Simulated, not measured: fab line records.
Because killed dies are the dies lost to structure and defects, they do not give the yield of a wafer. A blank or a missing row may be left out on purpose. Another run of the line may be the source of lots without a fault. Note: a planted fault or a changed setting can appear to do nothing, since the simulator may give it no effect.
Problem report in the 8D (eight disciplines) form, filled by code || flow sky130 || the parts of the form that need people (team, actions taken, sign-off) are left out

## 1. THE ISSUE
time-to-endpoint-s at SKY_CONTACT_CMP_04 reads a mean of 43 s on 4 wafers of 3 lots; wafers without a fault read 81 s with a standard deviation of 4.3. That is -8.9 standard deviations from the usual mean.
The step: polishes SiO2.
Seen first at day 34 13:55 on cmp-02, wafer L639.5. The record holds 36 wafers of 12 lots with a number at this step. By rule, "out" or "out of limits" means more than 4 standard deviations away from the usual mean. The rest of the wafers with a number are treated as sound.

## 2. WHAT IT IS; WHAT IT IS NOT
{"question": "which readings at this step", "is": "time-to-endpoint-s", "is not": "motor-current-A"}
{"question": "which lots", "is": "L639, L641, L642", "is not": "L626, L627, L628, L629, L630, L631, L632, L633, L644"}
{"question": "which wafers of those lots", "is": "L639.5, L641.5, L642.3, L642.5", "is not": "L639.2, L639.6, L641.4, L641.6, L642.6"}
{"question": "read on which tools", "is": "cmp-02", "is not": "cmp-01"}
{"question": "when", "is": "from day 34 13:55", "is not": "up to then (26 sound wafers); but 6 sound wafers of L641, L642, L644 came after"}

## 3. WHAT RULES OUT EACH SUSPECT
Counting: any tool at a process step up to the reading remains a suspect provided it ran every lot that is out. Sound lots after the first of them don't rule it out here, since some wafers of a struck lot are sound.
- cmp-02 at SKY_CONTACT_CMP_04 (polishes SiO2): kept. Every lot that is out went through it, the first being L639 (day 34 13:55); the last sound lot it ran before that was L632 (day 32 13:58). Out on those wafers are its own readings of time-to-endpoint-s.
After counting, what remains is cmp-02 at SKY_CONTACT_CMP_04.

## 4. THE CAUSE (what the simulator had put in)
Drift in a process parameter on cmp-02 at SKY_CONTACT_CMP_04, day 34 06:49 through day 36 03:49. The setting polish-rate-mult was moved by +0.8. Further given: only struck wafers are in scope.
This tool alone remained once counting was done.

## 5. THE CHAIN OF EFFECTS, in route order
Each row: a reading whose mean over the struck wafers that have a number lies more than 3 standard deviations from the usual. Scope: only readings with a usual standard deviation given in the record; hours: median across lots of the time from each lot's start at the first step in this table that gives one to its start at this step; sigmas: change in usual standard deviations.
{"hours": 0, "step": "SKY_CONTACT_CMP_04", "reading": "time-to-endpoint-s", "usual": "81 s", "on struck wafers": 43, "change": -38, "sigmas": -8.9}
It contains these process steps:
- SKY_CONTACT_CMP_04: polishes SiO2.
Later steps that measure or inspect, where all struck wafers having a row at the step show a number for every such reading and not one has moved that far: SKY_CAPM_THK_MEAS_04, SKY_METAL4_OVL_MEAS_14.

## 6. HOW IT WOULD HAVE BEEN CAUGHT EARLIER
The fault began at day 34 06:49; the first out-of-limits reading in this record came at day 34 13:55, 7 hours later.
